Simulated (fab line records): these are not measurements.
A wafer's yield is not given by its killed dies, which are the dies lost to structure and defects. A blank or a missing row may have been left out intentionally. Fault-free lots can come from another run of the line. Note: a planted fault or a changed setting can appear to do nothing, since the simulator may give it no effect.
Which tool did it? / flow sky130 / 11 lots, 33 wafers sampled, at 4 steps of a route of 708

## WHAT EACH GAUGE READ, for each wafer
SKY_VT_ADJUST_PCH_OVL_MEAS_07. Usual: VT_ADJUST_PCH_OVL typically reads -0.7 nm, with standard deviation 1.4.
lot=L134; measured=day 10 06:08; on=overlay-02; VT_ADJUST_PCH_OVL (nm)=-1.9 -1.5 -1.7; flag=
lot=L136; measured=day 11 00:38; on=overlay-02; VT_ADJUST_PCH_OVL (nm)=0.5 1.3 1.2; flag=
lot=L137; measured=day 11 07:35; on=overlay-02; VT_ADJUST_PCH_OVL (nm)=-0.4 0.1 0.7; flag=
lot=L139; measured=day 11 15:21; on=overlay-02; VT_ADJUST_PCH_OVL (nm)=-0.5 -0.5 -0.1; flag=
lot=L140; measured=day 12 01:47; on=overlay-01; VT_ADJUST_PCH_OVL (nm)=-1.0 -2.0 -0.4; flag=
lot=L141; measured=day 12 10:47; on=overlay-02; VT_ADJUST_PCH_OVL (nm)=-1.2 -0.8 -0.9; flag=
lot=L142; measured=day 12 14:35; on=overlay-01; VT_ADJUST_PCH_OVL (nm)=0.5 0.0 0.6; flag=
lot=L144; measured=day 13 09:05; on=overlay-01; VT_ADJUST_PCH_OVL (nm)=-2.5 -2.8 -3.5; flag=
lot=L151; measured=day 15 17:05; on=overlay-01; VT_ADJUST_PCH_OVL (nm)=0.4 0.9 0.5; flag=
lot=L154; measured=day 16 11:17; on=overlay-02; VT_ADJUST_PCH_OVL (nm)=-1.7 -3.0 -2.2; flag=
lot=L155; measured=day 17 08:56; on=overlay-01; VT_ADJUST_PCH_OVL (nm)=1.3 -1.4 1.0; flag=

SKY_SONOS_TUNNEL_OVL_MEAS_08. Usual: SONOS_TUNNEL_OVL typically reads -1.0 nm, with standard deviation 1.2.
lot=L134; measured=day 11 03:48; on=overlay-02; SONOS_TUNNEL_OVL (nm)=-3.7 -1.6 -2.1; flag=
lot=L136; measured=day 11 23:37; on=overlay-01; SONOS_TUNNEL_OVL (nm)=-1.5 -0.3 0.0; flag=
lot=L137; measured=day 12 06:49; on=overlay-01; SONOS_TUNNEL_OVL (nm)=-2.4 -0.2 -0.6; flag=
lot=L139; measured=day 12 15:37; on=overlay-02; SONOS_TUNNEL_OVL (nm)=-3.3 -2.9 -2.0; flag=
lot=L140; measured=day 13 02:13; on=overlay-02; SONOS_TUNNEL_OVL (nm)=0.7 1.0 0.2; flag=
lot=L141; measured=day 13 11:54; on=overlay-01; SONOS_TUNNEL_OVL (nm)=0.2 -0.8 -1.1; flag=
lot=L142; measured=day 13 15:30; on=overlay-02; SONOS_TUNNEL_OVL (nm)=0.5 -0.2 -0.9; flag=
lot=L144; measured=day 14 11:06; on=overlay-01; SONOS_TUNNEL_OVL (nm)=-1.2 -0.9 -0.1; flag=
lot=L151; measured=day 16 21:06; on=overlay-02; SONOS_TUNNEL_OVL (nm)=-0.6 -1.9 -0.3; flag=
lot=L154; measured=day 17 16:46; on=overlay-01; SONOS_TUNNEL_OVL (nm)=-1.6 -0.6 -2.4; flag=
lot=L155; measured=day 18 14:51; on=overlay-02; SONOS_TUNNEL_OVL (nm)=0.1 -1.5 0.2; flag=

SKY_SONOS_ONO_THK_MEAS_01. Usual: SONOS_ONO_OXIDATION_THK typically reads 2.59 nm, with standard deviation 0.056.
lot=L134; measured=day 11 06:27; on=film metro-04; SONOS_ONO_OXIDATION_THK (nm)=2.58 2.56 2.51; flag=
lot=L136; measured=day 12 01:46; on=film metro-03; SONOS_ONO_OXIDATION_THK (nm)=2.64 2.57 2.62; flag=
lot=L137; measured=day 12 08:59; on=film metro-02; SONOS_ONO_OXIDATION_THK (nm)=2.62 2.70 2.65; flag=
lot=L139; measured=day 12 17:34; on=film metro-03; SONOS_ONO_OXIDATION_THK (nm)=2.48 2.51 2.49; flag=
lot=L140; measured=day 13 05:33; on=film metro-04; SONOS_ONO_OXIDATION_THK (nm)=2.70 2.65 2.63; flag=
lot=L141; measured=day 13 15:53; on=film metro-04; SONOS_ONO_OXIDATION_THK (nm)=2.60 2.60 2.64; flag=
lot=L142; measured=day 13 18:28; on=film metro-03; SONOS_ONO_OXIDATION_THK (nm)=2.67 2.65 2.56; flag=
lot=L144; measured=day 14 13:56; on=film metro-04; SONOS_ONO_OXIDATION_THK (nm)=2.53 2.58 2.63; flag=
lot=L151; measured=day 17 00:58; on=film metro-03; SONOS_ONO_OXIDATION_THK (nm)=2.11 2.03 2.09; flag=OFF
lot=L154; measured=day 17 19:44; on=film metro-02; SONOS_ONO_OXIDATION_THK (nm)=2.03 2.00 2.00; flag=OFF
lot=L155; measured=day 18 17:22; on=film metro-04; SONOS_ONO_OXIDATION_THK (nm)=2.53 2.53 2.56; flag=

## EACH LOT AND THE TOOL THAT RAN IT (in order: tool; ch and the chambers of the sampled wafers; start)
lot=L134; SKY_SONOS_ONO_OXIDATION_00=furnace-02 ch 0, day 11 05:06
lot=L136; SKY_SONOS_ONO_OXIDATION_00=furnace-01 ch 0, day 12 00:25
lot=L137; SKY_SONOS_ONO_OXIDATION_00=furnace-01 ch 0, day 12 07:38
lot=L139; SKY_SONOS_ONO_OXIDATION_00=furnace-01 ch 0, day 12 16:12
lot=L140; SKY_SONOS_ONO_OXIDATION_00=furnace-01 ch 0, day 13 04:11
lot=L141; SKY_SONOS_ONO_OXIDATION_00=furnace-01 ch 0, day 13 14:32
lot=L142; SKY_SONOS_ONO_OXIDATION_00=furnace-01 ch 0, day 13 17:08
lot=L144; SKY_SONOS_ONO_OXIDATION_00=furnace-02 ch 0, day 14 12:36
lot=L151; SKY_SONOS_ONO_OXIDATION_00=furnace-01 ch 0, day 16 23:37
lot=L154; SKY_SONOS_ONO_OXIDATION_00=furnace-01 ch 0, day 17 18:22
lot=L155; SKY_SONOS_ONO_OXIDATION_00=furnace-02 ch 0, day 18 16:01
- SKY_SONOS_ONO_OXIDATION_00: stabilise 600 s, purge 300 s, target thk 2.6 nm.

## WHAT THE TOOLS THEMSELVES READ (means of the sampled wafers that have a number; where no wafer has one, the mark that the record gives instead)
SKY_SONOS_ONO_OXIDATION_00. Usual: ramp up c per min 10.000, standard deviation 0.0018; spike tc bottom C 817.7 C, standard deviation 2.7; spike tc centre C 800.3 C, standard deviation 0.86; spike tc lower C 800.7 C, standard deviation 1.1; spike tc top C 810.7 C, standard deviation 2.6; spike tc upper C 798.6 C, standard deviation 1.2; tube center temp C 800 C, standard deviation 0.075; tube_center_temp_C_max 802.1, standard deviation 0.33; zone power bottom pct 21.8 %, standard deviation 0.38; zone power top pct 28.0 %, standard deviation 0.65.
lot=L134; tool=furnace-02; ramp up c per min=9.999; spike tc bottom C (C)=820.5; spike tc centre C (C)=800.0; spike tc lower C (C)=801.2; spike tc top C (C)=808.4; spike tc upper C (C)=797.5; tube center temp C (C)=800; tube_center_temp_C_max=801.9; zone power bottom pct (%)=22.2; zone power top pct (%)=28.6; flag=
lot=L136; tool=furnace-01; ramp up c per min=10.000; spike tc bottom C (C)=814.4; spike tc centre C (C)=801.0; spike tc lower C (C)=800.9; spike tc top C (C)=813.0; spike tc upper C (C)=799.0; tube center temp C (C)=800; tube_center_temp_C_max=802.5; zone power bottom pct (%)=21.4; zone power top pct (%)=27.6; flag=
lot=L137; tool=furnace-01; ramp up c per min=10.000; spike tc bottom C (C)=815.8; spike tc centre C (C)=800.6; spike tc lower C (C)=800.2; spike tc top C (C)=813.4; spike tc upper C (C)=799.7; tube center temp C (C)=800; tube_center_temp_C_max=802.0; zone power bottom pct (%)=21.4; zone power top pct (%)=27.6; flag=
lot=L139; tool=furnace-01; ramp up c per min=10.000; spike tc bottom C (C)=815.4; spike tc centre C (C)=800.9; spike tc lower C (C)=801.4; spike tc top C (C)=814.3; spike tc upper C (C)=799.1; tube center temp C (C)=800; tube_center_temp_C_max=802.0; zone power bottom pct (%)=21.7; zone power top pct (%)=27.5; flag=
lot=L140; tool=furnace-01; ramp up c per min=10.001; spike tc bottom C (C)=814.7; spike tc centre C (C)=800.6; spike tc lower C (C)=801.6; spike tc top C (C)=813.0; spike tc upper C (C)=799.7; tube center temp C (C)=800; tube_center_temp_C_max=802.5; zone power bottom pct (%)=21.5; zone power top pct (%)=27.4; flag=
lot=L141; tool=furnace-01; ramp up c per min=10.001; spike tc bottom C (C)=816.1; spike tc centre C (C)=800.4; spike tc lower C (C)=800.6; spike tc top C (C)=812.5; spike tc upper C (C)=799.5; tube center temp C (C)=800; tube_center_temp_C_max=802.2; zone power bottom pct (%)=21.5; zone power top pct (%)=27.3; flag=
lot=L142; tool=furnace-01; ramp up c per min=10.000; spike tc bottom C (C)=815.5; spike tc centre C (C)=800.2; spike tc lower C (C)=800.9; spike tc top C (C)=813.0; spike tc upper C (C)=799.2; tube center temp C (C)=800; tube_center_temp_C_max=802.1; zone power bottom pct (%)=21.4; zone power top pct (%)=27.5; flag=
lot=L144; tool=furnace-02; ramp up c per min=9.999; spike tc bottom C (C)=820.4; spike tc centre C (C)=800.3; spike tc lower C (C)=801.0; spike tc top C (C)=807.7; spike tc upper C (C)=796.9; tube center temp C (C)=800; tube_center_temp_C_max=802.0; zone power bottom pct (%)=21.8; zone power top pct (%)=28.6; flag=
lot=L151; tool=furnace-01; ramp up c per min=9.999; spike tc bottom C (C)=798.8; spike tc centre C (C)=783.1; spike tc lower C (C)=784.2; spike tc top C (C)=797.1; spike tc upper C (C)=782.7; tube center temp C (C)=783; tube_center_temp_C_max=785.1; zone power bottom pct (%)=20.9; zone power top pct (%)=26.7; flag=OFF
lot=L154; tool=furnace-01; ramp up c per min=10.001; spike tc bottom C (C)=799.3; spike tc centre C (C)=783.2; spike tc lower C (C)=783.5; spike tc top C (C)=797.1; spike tc upper C (C)=782.1; tube center temp C (C)=783; tube_center_temp_C_max=785.4; zone power bottom pct (%)=20.7; zone power top pct (%)=26.6; flag=OFF
lot=L155; tool=furnace-02; ramp up c per min=10.003; spike tc bottom C (C)=820.1; spike tc centre C (C)=800.2; spike tc lower C (C)=799.9; spike tc top C (C)=807.7; spike tc upper C (C)=797.7; tube center temp C (C)=800; tube_center_temp_C_max=801.9; zone power bottom pct (%)=22.0; zone power top pct (%)=28.8; flag=

## THE ANSWER, worked out from the rows above alone
Rule: a lot is off if the mean of its wafers that have a number lies more than 3 standard deviations from the usual mean. Also off: a lot with no number at a reading for which 4 or more lots have one. Any other lot the step has rows for is counted as sound. First the gauges in route order, then the tools' own readings, where a lot's mean is used as printed above. At the first step where some lot is off, the reading lying furthest off is the one used; lots without a number count as furthest.
Off: L151, L154, at SKY_SONOS_ONO_THK_MEAS_01 (SONOS_ONO_OXIDATION_THK).
If a tool, at a process step before that reading, ran all the lots that are off and no sound lot after the first of them, it fits. The gauges at SKY_SONOS_ONO_THK_MEAS_01 aren't tried: what is off there is off at SKY_SONOS_ONO_OXIDATION_00 too, on other tools, and a gauge's error can't cause that. One candidate fits, namely furnace-01 at SKY_SONOS_ONO_OXIDATION_00. Its last sound lot is L142 (day 13 17:08), its first lot that is off L151 (day 16 23:37): a fault that began between those two fits.
The tool's own readings at SKY_SONOS_ONO_OXIDATION_00 bear it out: on the lots that are off they differ by more than 5 times the standard deviation of the sound lots' means. spike tc bottom C reads 799.0 C there against 817.0 C on the sound lots; spike tc centre C reads 783.2 C there against 800.5 C on the sound lots; spike tc lower C reads 783.9 C there against 800.9 C on the sound lots; spike tc top C reads 797.1 C there against 811.4 C on the sound lots; spike tc upper C reads 782.4 C there against 798.7 C on the sound lots; tube center temp C reads 783 C there against 800 C on the sound lots; tube_center_temp_C_max reads 785.2 there against 802.1 on the sound lots.

## WHAT THE SIMULATOR HAD PUT IN
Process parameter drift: furnace-01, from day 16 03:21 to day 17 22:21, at SKY_SONOS_ONO_OXIDATION_00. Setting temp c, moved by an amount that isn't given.
Lots struck among those shown: L151, L154. This agrees with what the rule above found.
